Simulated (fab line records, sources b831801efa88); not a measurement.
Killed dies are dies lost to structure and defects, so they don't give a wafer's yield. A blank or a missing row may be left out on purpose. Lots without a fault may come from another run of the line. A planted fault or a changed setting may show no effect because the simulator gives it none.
Which tool did it? | flow sky130 | 14 lots, 42 wafers sampled, at 4 steps of a route of 708

WHAT THE GAUGES READ, wafer by wafer
SKY_SD_N_TW_MEAS_12. Usual: SD_N_TW 3988, standard deviation 18.
lot  | measured     | on            | SD_N_TW        | flag
L312 | day 27 16:05 | film_metro-01 | 4005 4014 3994 |
L313 | day 27 16:49 | film_metro-04 | 3968 3982 3961 |
L314 | day 28 05:02 | film_metro-04 | 3957 3975 3999 |
L315 | day 28 08:56 | film_metro-04 | 3963 3969 3955 |
L316 | day 28 14:04 | film_metro-01 | 4013 4001 3986 |
L317 | day 29 02:01 | film_metro-01 | 4019 4013 4025 |
L318 | day 29 10:44 | film_metro-04 | 4026 4010 4024 |
L319 | day 30 11:02 | film_metro-01 | 3998 3996 3993 |
L325 | day 32 14:29 | film_metro-04 | 3985 4001 3994 |
L326 | day 32 18:44 | film_metro-02 | 3990 3990 3991 |
L328 | day 33 12:56 | film_metro-02 | 3962 3971 3970 |
L331 | day 33 19:46 | film_metro-04 | 3987 3991 3996 |
L333 | day 34 12:23 | film_metro-01 | 4000 3979 3995 |
L335 | day 35 02:58 | film_metro-02 | 4010 4007 4017 |

SKY_LI_CONTACT_RS_MEAS_22: measures by four-point-probe. Usual: LI_CONTACT_W_RS 0.287 ohm/sq, standard deviation 0.0031.
lot  | measured     | on            | LI_CONTACT_W_RS (ohm/sq) | flag
L312 | day 28 22:52 | film_metro-01 | 0.288 0.294 0.293        |
L313 | day 28 23:34 | film_metro-04 | 0.282 0.286 0.283        |
L314 | day 29 13:11 | film_metro-01 | 0.285 0.285 0.284        |
L315 | day 29 16:56 | film_metro-02 | 0.292 0.291 0.286        |
L316 | day 29 21:20 | film_metro-01 | 0.288 0.295 0.289        |
L317 | day 30 09:28 | film_metro-02 | 0.287 0.290 0.293        |
L318 | day 30 17:45 | film_metro-02 | 0.290 0.293 0.290        |
L319 | day 31 17:08 | film_metro-04 | 0.285 0.286 0.286        |
L325 | day 33 20:56 | film_metro-04 | 0.287 0.286 0.289        |
L326 | day 34 01:11 | film_metro-01 | 0.288 0.286 0.290        |
L328 | day 34 17:07 | film_metro-04 | 0.289 0.289 0.290        |
L331 | day 34 23:58 | film_metro-02 | 0.283 0.284 0.285        |
L333 | day 35 16:07 | film_metro-02 | 0.286 0.282 0.288        |
L335 | day 36 07:07 | film_metro-02 | 0.286 0.288 0.290        |

SKY_LOCAL_INTERCONNECT_RS_MEAS_01: measures by four-point-probe. Usual: LOCAL_INTERCONNECT_TIN_RS 14.17 ohm/sq, standard deviation 0.17.
lot  | measured     | on            | LOCAL_INTERCONNECT_TIN_RS (ohm/sq) | flag
L312 | day 28 23:24 | film_metro-03 | 14.16 14.11 13.87                  |
L313 | day 29 00:06 | film_metro-02 | 14.43 14.44 14.45                  |
L314 | day 29 13:44 | film_metro-02 | 14.31 14.54 14.37                  |
L315 | day 29 17:29 | film_metro-03 | 14.30 14.22 14.10                  |
L316 | day 29 21:52 | film_metro-02 | 13.98 13.86 14.16                  |
L317 | day 30 10:35 | film_metro-03 | 13.86 14.15 14.06                  |
L318 | day 30 18:17 | film_metro-02 | 14.53 14.17 14.47                  |
L319 | day 31 17:40 | film_metro-03 | 13.91 13.99 14.03                  |
L325 | day 33 21:29 | film_metro-02 | 14.24 14.19 14.59                  |
L326 | day 34 01:43 | film_metro-01 | 14.03 13.96 14.01                  |
L328 | day 34 17:40 | film_metro-01 | 14.31 14.24 14.18                  |
L331 | day 35 00:31 | film_metro-03 | 14.16 14.26 14.23                  |
L333 | day 35 16:39 | film_metro-01 | 14.30 14.08 14.24                  |
L335 | day 36 07:40 | film_metro-01 | 14.24 14.26 14.35                  |

WHICH TOOL RAN EACH LOT (tool, then ch and the chambers of the sampled wafers, then the start)
lot  | SKY_SD_N_RTA_14
L312 | rtp_anneal-01 ch 0, day 27 16:11
L313 | rtp_anneal-02 ch 0, day 27 16:59
L314 | rtp_anneal-01 ch 0, day 28 05:09
L315 | rtp_anneal-02 ch 0, day 28 09:03
L316 | rtp_anneal-01 ch 0, day 28 14:11
L317 | rtp_anneal-02 ch 0, day 29 02:07
L318 | rtp_anneal-01 ch 0, day 29 10:51
L319 | rtp_anneal-02 ch 0, day 30 11:08
L325 | rtp_anneal-01 ch 0, day 32 14:35
L326 | rtp_anneal-01 ch 0, day 32 18:50
L328 | rtp_anneal-02 ch 0, day 33 13:02
L331 | rtp_anneal-02 ch 0, day 33 19:53
L333 | rtp_anneal-02 ch 0, day 34 12:29
L335 | rtp_anneal-02 ch 0, day 35 03:05
- SKY_SD_N_RTA_14: time 2 s.

WHAT THE TOOLS THEMSELVES READ (means of the sampled wafers that have a number; where no wafer has one, the mark that the record gives instead)
SKY_SD_N_RTA_14. Usual: lamp_power_pct 15.73 %, standard deviation 0.053; ramp_up_c_per_s 150.00, standard deviation 0.028; wafer_temp_C_max 1078.2, standard deviation 1.5.
lot  | tool          | lamp_power_pct (%) | ramp_up_c_per_s | wafer_temp_C_max | flag
L312 | rtp_anneal-01 | 15.70              | 149.99          | 1077.8           |
L313 | rtp_anneal-02 | 15.73              | 149.96          | 1078.5           |
L314 | rtp_anneal-01 | 15.78              | 150.01          | 1077.2           |
L315 | rtp_anneal-02 | 15.74              | 150.00          | 1079.3           |
L316 | rtp_anneal-01 | 15.74              | 149.99          | 1077.7           |
L317 | rtp_anneal-02 | 15.75              | 149.99          | 1077.3           |
L318 | rtp_anneal-01 | 15.72              | 150.00          | 1079.2           |
L319 | rtp_anneal-02 | 15.72              | 149.99          | 1077.6           |
L325 | rtp_anneal-01 | 15.74              | 45.02           | 1079.2           | OFF
L326 | rtp_anneal-01 | 15.75              | 44.99           | 1079.1           | OFF
L328 | rtp_anneal-02 | 15.73              | 149.99          | 1078.3           |
L331 | rtp_anneal-02 | 15.71              | 150.01          | 1077.1           |
L333 | rtp_anneal-02 | 15.71              | 150.00          | 1079.2           |
L335 | rtp_anneal-02 | 15.75              | 150.03          | 1078.4           |

THE ANSWER, worked out from the rows above alone
Rule: a lot is off if the mean of its wafers that have a number lies more than 3 standard deviations from the usual mean. A lot without any number at a reading at which 4 lots or more have one is off too. The other lots that the step has rows for count as sound. The gauges are gone through in route order, then the tools' own readings, and for those a lot's mean is taken as printed above. The first step at which some lot is off is used, and at that step the reading that is off furthest; a lot without a number counts as furthest.
Off: L325, L326, at SKY_SD_N_RTA_14 (ramp_up_c_per_s).
A tool fits if, at that step or a process step before it, it ran every lot that is off, and no sound lot after the first of them. One fits: rtp_anneal-01 at SKY_SD_N_RTA_14. Its last sound lot is L318 (day 29 10:51), its first lot that is off L325 (day 32 14:35): a fault that began between those two fits.
The tool's own readings at SKY_SD_N_RTA_14 bear it out: on the lots that are off they differ by more than 5 times the standard deviation of the sound lots' means. ramp_up_c_per_s reads 45.01 there against 150.00 on the sound lots.

WHAT THE SIMULATOR HAD PUT IN
Process parameter drift: rtp_anneal-01, from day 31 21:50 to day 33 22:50, at SKY_SD_N_RTA_14. Setting ramp_up_c_per_s, moved by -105, from 150. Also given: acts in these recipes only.
Lots struck among those shown: L325, L326. The rule above found the same.
